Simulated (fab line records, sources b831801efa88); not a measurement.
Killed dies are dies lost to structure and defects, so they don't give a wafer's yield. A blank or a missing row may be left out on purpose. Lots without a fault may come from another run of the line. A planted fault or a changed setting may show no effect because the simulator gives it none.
Which tool did it? | flow gf180mcu | 10 lots, 30 wafers sampled, at 6 steps of a route of 602

WHAT THE GAUGES READ, wafer by wafer
GF_TOP_METAL_RS_MEAS_05: measures by four-point-probe.
lot  | measured     | on            | TOP_METAL_ALCU_RS (ohm/sq)
L878 | day 27 09:39 | film_metro-04 | 0.03248 0.03276 0.03253
L879 | day 27 21:04 | film_metro-03 | 0.03252 0.03246 0.03229
L880 | day 28 04:19 | film_metro-02 | 0.03253 0.03273 0.03254
L881 | day 28 08:10 | film_metro-02 | 0.03317 0.03313 0.03302
L885 | day 29 23:13 | film_metro-04 | 0.03889 0.03251 0.03262 0.03899 0.03251 0.03258
L887 | day 30 15:34 | film_metro-02 | 0.0326 0.03877 0.0326 0.03265 0.03868 0.03259
L897 | day 33 00:07 | film_metro-03 | 0.03253 0.03252 0.03279
L898 | day 33 06:41 | film_metro-02 | 0.03284 0.03262 0.03228
L899 | day 33 16:51 | film_metro-02 | 0.03292 0.03296 0.03262
L900 | day 33 18:20 | film_metro-02 | 0.0326 0.03291 0.03252

GF_TOP_METAL_THK_MEAS_06: measures by xrf.
lot  | measured     | on            | TOP_METAL_ALCU_THK (nm)
L878 | day 27 09:44 | film_metro-04 | 906 895 898
L879 | day 27 21:11 | film_metro-03 | 896 902 896
L880 | day 28 04:26 | film_metro-02 | 900 896 902
L881 | day 28 08:17 | film_metro-02 | 889 882 893
L885 | day 30 00:34 | film_metro-04 | 754 898 900 756 899 901
L887 | day 30 18:56 | film_metro-02 | 897 757 890 893 757 898
L897 | day 33 00:14 | film_metro-03 | 899 903 888
L898 | day 33 06:48 | film_metro-02 | 890 898 902
L899 | day 33 16:58 | film_metro-02 | 885 884 893
L900 | day 33 18:26 | film_metro-02 | 896 884 893

WHICH TOOL RAN EACH LOT (tool, then ch and the chambers of the sampled wafers, then the start)
lot  | GF_MIM_SPUTTER_00            | GF_MIM_SPUTTER_01            | GF_MIM_SPUTTER_08            | GF_TOP_METAL_SPUTTER_02
L878 | pvd_sputter-04, day 24 13:46 | pvd_sputter-04, day 24 13:50 | pvd_sputter-03, day 24 14:04 | pvd_sputter-02, day 27 09:30
L879 | pvd_sputter-04, day 25 00:26 | pvd_sputter-04, day 25 00:32 | pvd_sputter-03, day 25 00:47 | pvd_sputter-04, day 27 20:58
L880 | pvd_sputter-03, day 25 09:40 | pvd_sputter-03, day 25 09:46 | pvd_sputter-04, day 25 10:01 | pvd_sputter-03, day 28 04:13
L881 | pvd_sputter-04, day 25 14:25 | pvd_sputter-04, day 25 14:31 | pvd_sputter-03, day 25 14:47 | pvd_sputter-03, day 28 08:04
L885 | pvd_sputter-04, day 27 09:04 | pvd_sputter-04, day 27 09:10 | pvd_sputter-03, day 27 09:25 | pvd_sputter-03, day 29 23:02
L887 | pvd_sputter-03, day 28 02:25 | pvd_sputter-03, day 28 02:31 | pvd_sputter-04, day 28 02:47 | pvd_sputter-03, day 30 15:28
L897 | pvd_sputter-01, day 30 16:49 | pvd_sputter-01, day 30 16:55 | pvd_sputter-03, day 30 17:10 | pvd_sputter-02, day 33 00:01
L898 | pvd_sputter-04, day 30 23:57 | pvd_sputter-04, day 31 00:09 | pvd_sputter-01, day 31 00:31 | pvd_sputter-02, day 33 06:35
L899 | pvd_sputter-04, day 31 12:16 | pvd_sputter-04, day 31 12:22 | pvd_sputter-01, day 31 12:38 | pvd_sputter-04, day 33 16:44
L900 | pvd_sputter-04, day 31 13:32 | pvd_sputter-04, day 31 13:38 | pvd_sputter-01, day 31 13:54 | pvd_sputter-03, day 33 18:13
- GF_MIM_SPUTTER_00: material Ti, target thk 37.5 nm, time 150 s.
- GF_MIM_SPUTTER_01: material TiN, target thk 30 nm, time 25 s.
- GF_MIM_SPUTTER_08: material AlCu, target thk 200 nm, time 10.6 s.
- GF_TOP_METAL_SPUTTER_02: material AlCu, target thk 900 nm, time 47.82 s.

WHAT THE TOOLS THEMSELVES READ (means of the sampled wafers that have a number; where no wafer has one, the mark that the record gives instead)
GF_MIM_SPUTTER_00.
lot  | tool           | throttle_valve_pct (%)
L878 | pvd_sputter-04 | 29.6
L879 | pvd_sputter-04 | 30.7
L880 | pvd_sputter-03 | 31.0
L881 | pvd_sputter-04 | 30.7
L885 | pvd_sputter-04 | 30.0
L887 | pvd_sputter-03 | 31.1
L897 | pvd_sputter-01 | 30.0
L898 | pvd_sputter-04 | 29.0
L899 | pvd_sputter-04 | 30.7
L900 | pvd_sputter-04 | 30.6

GF_MIM_SPUTTER_01.
lot  | tool           | throttle_valve_pct (%)
L878 | pvd_sputter-04 | 29.6
L879 | pvd_sputter-04 | 30.5
L880 | pvd_sputter-03 | 31.0
L881 | pvd_sputter-04 | 30.7
L885 | pvd_sputter-04 | 30.0
L887 | pvd_sputter-03 | 31.0
L897 | pvd_sputter-01 | 29.9
L898 | pvd_sputter-04 | 29.0
L899 | pvd_sputter-04 | 30.7
L900 | pvd_sputter-04 | 30.6

GF_MIM_SPUTTER_08.
lot  | tool           | throttle_valve_pct (%)
L878 | pvd_sputter-03 | 31.1
L879 | pvd_sputter-03 | 30.9
L880 | pvd_sputter-04 | 30.6
L881 | pvd_sputter-03 | 30.3
L885 | pvd_sputter-03 | 31.0
L887 | pvd_sputter-04 | 30.7
L897 | pvd_sputter-03 | 31.2
L898 | pvd_sputter-01 | 29.6
L899 | pvd_sputter-01 | 30.3
L900 | pvd_sputter-01 | 30.6

GF_TOP_METAL_SPUTTER_02.
lot  | tool           | throttle_valve_pct (%)
L878 | pvd_sputter-02 | 30.2
L879 | pvd_sputter-04 | 28.9
L880 | pvd_sputter-03 | 30.3
L881 | pvd_sputter-03 | 30.6
L885 | pvd_sputter-03 | 30.6
L887 | pvd_sputter-03 | 30.3
L897 | pvd_sputter-02 | 29.8
L898 | pvd_sputter-02 | 29.6
L899 | pvd_sputter-04 | 29.8
L900 | pvd_sputter-03 | 30.2

THE ANSWER, worked out from the rows above alone
Rule: what is usual is taken from the lots themselves. Put in order of their means at a reading, lots are off if they are a third of the lots or fewer, leave a main group of 4 or more, and stand apart from it by a gap of 3 or more times the standard deviation of the main group's means; of several such gaps the widest counts. A main group whose means are all the same, to the digits that the tables above print for the reading, isn't used. A lot without any number at a reading at which 4 lots or more have one is off too. The other lots that the step has rows for count as sound. The gauges are gone through in route order, then the tools' own readings, and for those a lot's mean is taken as printed above. The first step at which some lot is off is used, and at that step the reading that is off furthest; a lot without a number counts as furthest.
Off: L885, L887, at GF_TOP_METAL_RS_MEAS_05 (TOP_METAL_ALCU_RS). The main group: mean 0.03268 ohm/sq, standard deviation 0.00019.
A tool fits if, at a process step before that reading, it ran every lot that is off, and no sound lot after the first of them. The gauges at GF_TOP_METAL_RS_MEAS_05 are tried like those tools. None of those tried fits.

WHAT THE SIMULATOR HAD PUT IN
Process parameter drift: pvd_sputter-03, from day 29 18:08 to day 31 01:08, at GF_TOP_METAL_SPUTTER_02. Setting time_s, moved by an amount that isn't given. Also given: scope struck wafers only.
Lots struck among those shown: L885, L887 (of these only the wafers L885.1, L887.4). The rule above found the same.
